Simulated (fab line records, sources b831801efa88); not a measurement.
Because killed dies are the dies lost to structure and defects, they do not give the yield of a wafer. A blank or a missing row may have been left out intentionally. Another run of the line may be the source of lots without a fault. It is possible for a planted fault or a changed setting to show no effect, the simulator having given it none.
fab line records	flow gf180mcu
record: lots: 13	wafers: 39	last_day: 34
route steps=602 shown MVSD@77 MVPSD@86 VT_IMPLANT@122 NWELL@137
lots that met no fault: from a run of the same line without faults
start_h: the number of hours between the record's first day and the start of the first shown wafer of the lot	wait_h: hours from the lot's prior step to this one	" repeats the value in the row above	L1.1+2: one row covering several wafers at once	- either no value or no given start	* or withheld: withheld	< > ~ a bound
route shown NAME@n: a module of which the file shows steps, and the number in the route of the first	usual: the fault-free wafers' mean and standard deviation	same: alike in all rows	chamber/n: place in a boat	sites: per-site readings	_std_site: standard deviation of those values	_edge_site: mean of outer sites minus mean of inner sites	radius_mm: how far each site lies from the wafer's centre	mask NAME#n: copy n	behind: the tool/chamber that last shaped the wafer	hold: the reason the lot was held/the length of the hold in hours/how it ended	device: which transistor (n, p or np) failed to switch	end of line: the tests these same wafers got at the end of their route	a step without rows: its recipe alone	killed: dies lost to structure and defects at the first sort, not the wafer's yield	map: a wafer's dies, x killed, . not, _ none there
set.NAME: setting as actually run; set.NAME@STEP: the setting as run at that earlier step	model.NAME: the simulator's own value behind a step, which no gauge read
one table for each step of the route and one row for each wafer, over a sample of lots
services: the hour from which a tool's chamber was out of use, counted from the record's first day as start_h (under 0 if before that day), plus the number of hours and why
== steps ==
step: GF_MVSD_TW_MEAS_11
usual: MVSD_TW: 1572/15
lot.wafer	tool	chamber	start_h	wait_h	MVSD_TW
L997.1	film_metro-02	-	89.72	0.1	1564
L997.2	"	-	"	"	1576
L997.3	"	-	"	"	1562
L998.1	film_metro-03	-	93.87	0.1	1594
L998.3	"	-	"	"	1591
L998.6	"	-	"	"	1583
L100.1	film_metro-04	-	104.68	0.1	1548
L100.5	"	-	"	"	1557
L100.6	"	-	"	"	1549
L101.4	film_metro-03	-	110.85	0.1	1574
L101.5	"	-	"	"	1571
L101.6	"	-	"	"	1572
L102.2	film_metro-04	-	116.74	0.1	1553
L102.4	"	-	"	"	1553
L102.5	"	-	"	"	1547
L103.1	film_metro-04	-	123.27	0.1	1561
L103.4	"	-	"	"	1556
L103.6	"	-	"	"	1553
L104.2	film_metro-02	-	135.54	0.1	1563
L104.3	"	-	"	"	1563
L104.6	"	-	"	"	1567
L105.1	film_metro-04	-	141.63	0.1	1555
L105.3	"	-	"	"	1558
L105.4	"	-	"	"	1559
L106.1	film_metro-03	-	145.78	0.1	1587
L106.4	"	-	"	"	1581
L106.6	"	-	"	"	1584
L107.4	film_metro-03	-	151.50	0.1	1582
L107.5	"	-	"	"	1583
L107.6	"	-	"	"	1580
L113.3	film_metro-03	-	182.39	0.1	1587
L113.4	"	-	"	"	1578
L113.5	"	-	"	"	1578
L116.2	film_metro-02	-	198.09	0.1	1585
L116.3	"	-	"	"	1583
L116.4	"	-	"	"	1584
L117.1	film_metro-02	-	204.92	0.1	1590
L117.5	"	-	"	"	1594
L117.6	"	-	"	"	1581
step: GF_MVPSD_IMPLANT_08
recipe: species: B	energy_kev: 170	dose_cm2: 1.5e+13	tilt_deg: 0
usual: beam_energy_keV: 170.00/0.057	dose_ions_cm2: 1.4997e+13/1.6e+10	faraday_current_uA: 84.6/1.7
lot.wafer	tool	chamber	start_h	wait_h	beam_energy_keV	dose_ions_cm2	faraday_current_uA
L997.1	implanter-01	0	103.33	0.0	169.98	1.499e+13	83.8
L997.2	"	0	"	"	170.02	1.4981e+13	85.2
L997.3	"	0	"	"	170.03	1.5017e+13	83.9
L998.1	implanter-01	0	107.53	0.0	170.02	1.5015e+13	84.9
L998.3	"	0	"	"	170.03	1.5039e+13	86.3
L998.6	"	0	"	"	169.96	1.5013e+13	83.6
L100.1	implanter-04	0	118.98	0.0	169.91	1.4976e+13	86.8
L100.5	"	0	"	"	170.05	1.5012e+13	81.9
L100.6	"	0	"	"	170.08	1.5034e+13	86.8
L101.4	implanter-03	0	125.79	0.1	170.02	1.499e+13	86.0
L101.5	"	0	"	"	169.99	1.4992e+13	88.9
L101.6	"	0	"	"	170.00	1.4983e+13	82.7
L102.2	implanter-04	0	132.40	0.0	169.94	1.4981e+13	87.4
L102.4	"	0	"	"	169.99	1.4985e+13	80.8
L102.5	"	0	"	"	169.92	1.5013e+13	81.0
L103.1	implanter-03	0	138.78	0.0	169.98	1.499e+13	84.2
L103.4	"	0	"	"	169.97	1.4995e+13	82.9
L103.6	"	0	"	"	170.00	1.4967e+13	82.9
L104.2	implanter-03	0	150.74	0.0	170.01	1.4993e+13	85.2
L104.3	"	0	"	"	169.94	1.4968e+13	81.9
L104.6	"	0	"	"	169.92	1.4982e+13	83.4
L105.1	implanter-04	0	157.68	0.0	169.97	1.4976e+13	85.5
L105.3	"	0	"	"	170.04	1.4999e+13	80.1
L105.4	"	0	"	"	170.02	1.498e+13	83.0
L106.1	implanter-01	0	161.33	0.0	170.10	1.4996e+13	86.6
L106.4	"	0	"	"	170.09	1.4974e+13	86.2
L106.6	"	0	"	"	170.10	1.5007e+13	84.4
L107.4	implanter-03	0	167.16	0.1	170.09	5.026e+12	29.1
L107.5	"	0	"	"	170.01	5.027e+12	29.0
L107.6	"	0	"	"	170.08	5.024e+12	28.1
L113.3	implanter-03	0	199.08	0.1	170.09	5.043e+12	28.2
L113.4	"	0	"	"	169.91	5.058e+12	27.9
L113.5	"	0	"	"	170.00	5.091e+12	28.4
L116.2	implanter-04	0	215.70	0.0	169.96	1.5021e+13	84.4
L116.3	"	0	"	"	169.99	1.5004e+13	85.6
L116.4	"	0	"	"	169.87	1.5019e+13	85.3
L117.1	implanter-04	0	222.28	0.0	170.05	1.5009e+13	83.7
L117.5	"	0	"	"	170.04	1.5019e+13	81.6
L117.6	"	0	"	"	170.07	1.5019e+13	83.1
step: GF_MVPSD_TW_MEAS_11
usual: MVPSD_TW: 551/4.9
lot.wafer	tool	chamber	start_h	wait_h	MVPSD_TW
L997.1	film_metro-04	-	103.73	0.1	548
L997.2	"	-	"	"	543
L997.3	"	-	"	"	545
L998.1	film_metro-03	-	107.93	0.1	552
L998.3	"	-	"	"	550
L998.6	"	-	"	"	552
L100.1	film_metro-04	-	119.38	0.1	544
L100.5	"	-	"	"	544
L100.6	"	-	"	"	545
L101.4	film_metro-03	-	126.15	0.1	556
L101.5	"	-	"	"	554
L101.6	"	-	"	"	555
L102.2	film_metro-02	-	132.79	0.1	550
L102.4	"	-	"	"	547
L102.5	"	-	"	"	550
L103.1	film_metro-02	-	139.18	0.1	549
L103.4	"	-	"	"	548
L103.6	"	-	"	"	547
L104.2	film_metro-02	-	151.13	0.1	550
L104.3	"	-	"	"	554
L104.6	"	-	"	"	552
L105.1	film_metro-03	-	158.08	0.1	549
L105.3	"	-	"	"	551
L105.4	"	-	"	"	554
L106.1	film_metro-03	-	161.73	0.1	556
L106.4	"	-	"	"	554
L106.6	"	-	"	"	555
L107.4	film_metro-02	-	167.51	0.1	430
L107.5	"	-	"	"	427
L107.6	"	-	"	"	428
L113.3	film_metro-04	-	199.45	0.1	427
L113.4	"	-	"	"	426
L113.5	"	-	"	"	422
L116.2	film_metro-03	-	216.09	0.1	557
L116.3	"	-	"	"	554
L116.4	"	-	"	"	556
L117.1	film_metro-03	-	222.68	0.1	556
L117.5	"	-	"	"	555
L117.6	"	-	"	"	554
step: GF_VT_IMPLANT_TW_MEAS_32
usual: VT_IMPLANT_3_TW: 268.0/2.2
lot.wafer	tool	chamber	start_h	wait_h	VT_IMPLANT_3_TW
L997.1	film_metro-03	-	149.78	0.1	269.6
L997.2	"	-	"	"	270.1
L997.3	"	-	"	"	269.6
L998.1	film_metro-01	-	153.33	0.1	264.7
L998.3	"	-	"	"	265.6
L998.6	"	-	"	"	265.4
L100.1	film_metro-01	-	166.43	0.1	267.8
L100.5	"	-	"	"	266.9
L100.6	"	-	"	"	265.8
L101.4	film_metro-03	-	173.40	0.1	268.4
L101.5	"	-	"	"	268.5
L101.6	"	-	"	"	269.7
L102.2	film_metro-04	-	179.94	0.1	264.2
L102.4	"	-	"	"	263.4
L102.5	"	-	"	"	263.1
L103.1	film_metro-01	-	187.45	0.1	267.8
L103.4	"	-	"	"	267.3
L103.6	"	-	"	"	268.5
L104.2	film_metro-01	-	200.94	0.1	268.1
L104.3	"	-	"	"	266.7
L104.6	"	-	"	"	267.6
L105.1	film_metro-03	-	208.48	0.1	270.5
L105.3	"	-	"	"	270.2
L105.4	"	-	"	"	268.9
L106.1	film_metro-03	-	210.86	0.1	270.7
L106.4	"	-	"	"	268.8
L106.6	"	-	"	"	271.0
L107.4	film_metro-01	-	219.66	0.1	267.0
L107.5	"	-	"	"	266.8
L107.6	"	-	"	"	267.5
L113.3	film_metro-04	-	251.75	0.1	266.4
L113.4	"	-	"	"	266.6
L113.5	"	-	"	"	264.5
L116.2	film_metro-03	-	269.72	0.1	269.6
L116.3	"	-	"	"	269.4
L116.4	"	-	"	"	268.9
L117.1	film_metro-01	-	277.13	0.1	266.9
L117.5	"	-	"	"	265.8
L117.6	"	-	"	"	267.0
step: GF_VT_IMPLANT_RS_MEAS_47
recipe: thk_meas_gauge: four-point-probe
usual: NWELL_RS: 488.8/1.5
lot.wafer	tool	chamber	start_h	wait_h	NWELL_RS[ohm/sq]
L997.1	film_metro-04	-	166.52	0.1	488.2
L997.2	"	-	"	"	488.9
L997.3	"	-	"	"	487.8
L998.1	film_metro-03	-	169.81	0.1	489.7
L998.3	"	-	"	"	489.3
L998.6	"	-	"	"	490.3
L100.1	film_metro-04	-	183.46	0.1	486.4
L100.5	"	-	"	"	486.9
L100.6	"	-	"	"	487.6
L101.4	film_metro-03	-	189.97	0.1	490.8
L101.5	"	-	"	"	490.2
L101.6	"	-	"	"	489.9
L102.2	film_metro-04	-	197.43	0.1	486.7
L102.4	"	-	"	"	485.9
L102.5	"	-	"	"	488.5
L103.1	film_metro-02	-	204.06	0.1	487.2
L103.4	"	-	"	"	487.1
L103.6	"	-	"	"	486.9
L104.2	film_metro-03	-	219.38	0.1	489.4
L104.3	"	-	"	"	488.2
L104.6	"	-	"	"	491.1
L105.1	film_metro-03	-	226.66	0.1	490.8
L105.3	"	-	"	"	488.9
L105.4	"	-	"	"	490.2
L106.1	film_metro-04	-	228.86	0.1	488.8
L106.4	"	-	"	"	488.5
L106.6	"	-	"	"	487.8
L107.4	film_metro-03	-	236.67	0.1	490.9
L107.5	"	-	"	"	489.3
L107.6	"	-	"	"	489.1
L113.3	film_metro-02	-	270.75	0.1	488.6
L113.4	"	-	"	"	489.0
L113.5	"	-	"	"	486.6
L116.2	film_metro-03	-	288.73	0.1	487.7
L116.3	"	-	"	"	490.0
L116.4	"	-	"	"	489.6
L117.1	film_metro-02	-	296.21	0.1	488.0
L117.5	"	-	"	"	486.9
L117.6	"	-	"	"	488.6
step: GF_VT_IMPLANT_RS_MEAS_49
recipe: thk_meas_gauge: four-point-probe
usual: MVPSD_RS: 1171/4.3
lot.wafer	tool	chamber	start_h	wait_h	MVPSD_RS[ohm/sq]
L997.1	film_metro-04	-	166.76	0.1	1168
L997.2	"	-	"	"	1165
L997.3	"	-	"	"	1163
L998.1	film_metro-03	-	170.05	0.1	1171
L998.3	"	-	"	"	1176
L998.6	"	-	"	"	1175
L100.1	film_metro-04	-	183.70	0.1	1172
L100.5	"	-	"	"	1168
L100.6	"	-	"	"	1170
L101.4	film_metro-03	-	190.21	0.1	1173
L101.5	"	-	"	"	1179
L101.6	"	-	"	"	1178
L102.2	film_metro-04	-	197.67	0.1	1170
L102.4	"	-	"	"	1176
L102.5	"	-	"	"	1173
L103.1	film_metro-02	-	204.30	0.1	1171
L103.4	"	-	"	"	1169
L103.6	"	-	"	"	1171
L104.2	film_metro-03	-	219.62	0.1	1176
L104.3	"	-	"	"	1174
L104.6	"	-	"	"	1173
L105.1	film_metro-03	-	226.90	0.1	1178
L105.3	"	-	"	"	1176
L105.4	"	-	"	"	1175
L106.1	film_metro-04	-	229.10	0.1	1169
L106.4	"	-	"	"	1170
L106.6	"	-	"	"	1170
L107.4	film_metro-03	-	236.91	0.1	1966
L107.5	"	-	"	"	1970
L107.6	"	-	"	"	1961
L113.3	film_metro-02	-	270.99	0.1	1943
L113.4	"	-	"	"	1951
L113.5	"	-	"	"	1963
L116.2	film_metro-03	-	288.97	0.1	1176
L116.3	"	-	"	"	1176
L116.4	"	-	"	"	1176
L117.1	film_metro-02	-	296.45	0.1	1168
L117.5	"	-	"	"	1171
L117.6	"	-	"	"	1168
== services ==
tool	chamber	start_h	hours	kind
implanter-03	-	131.60	0.9	repair
implanter-01	-	139.52	1.7	repair
implanter-03	-	152.07	3.8	pm
implanter-01	-	199.37	5.7	repair
implanter-01	-	216.34	0.6	repair
== key ==
first_sign: step: GF_MVPSD_IMPLANT_08	reading: dose_ions_cm2	direction: down	sigmas: 99+	usual: 1.4997e+13	struck: 5.045e+12
effect: step: GF_MVPSD_IMPLANT_08	reading: faraday_current_uA	direction: down	sigmas: 32	usual: 84.6	struck: 28.5
effect: step: GF_MVPSD_TW_MEAS_11	reading: MVPSD_TW	direction: down	sigmas: 25	usual: 551	struck: 427
effect: step: GF_VT_IMPLANT_RS_MEAS_49	reading: MVPSD_RS	direction: up	sigmas: 99+	usual: 1171	struck: 1959
met_at GF_MVPSD_IMPLANT_08
struck_lots L107,L113
tester_left_out L107,L113
not_acting_at GF_MVSD_TW_MEAS_11,GF_VT_IMPLANT_TW_MEAS_32,GF_VT_IMPLANT_RS_MEAS_47
onset_between 150.74 167.16
fault: kind: process_parameter_drift	tool: implanter-03	chamber: -	onset_h: 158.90	steps: GF_MVPSD_IMPLANT_08	channel: dose_cm2	offset: -9.9582e+12	shape: step	end_h: 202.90	acts_in: these_recipes_only	stated: 1.5e+13
tester_left_out: of these lots the tester's yield and bins aren't shown, on N5 and GAA mostly nor the transistor test; their killed dies are dies lost to structure and defects alone, not to doping, threshold or leakage, so they don't give the yield
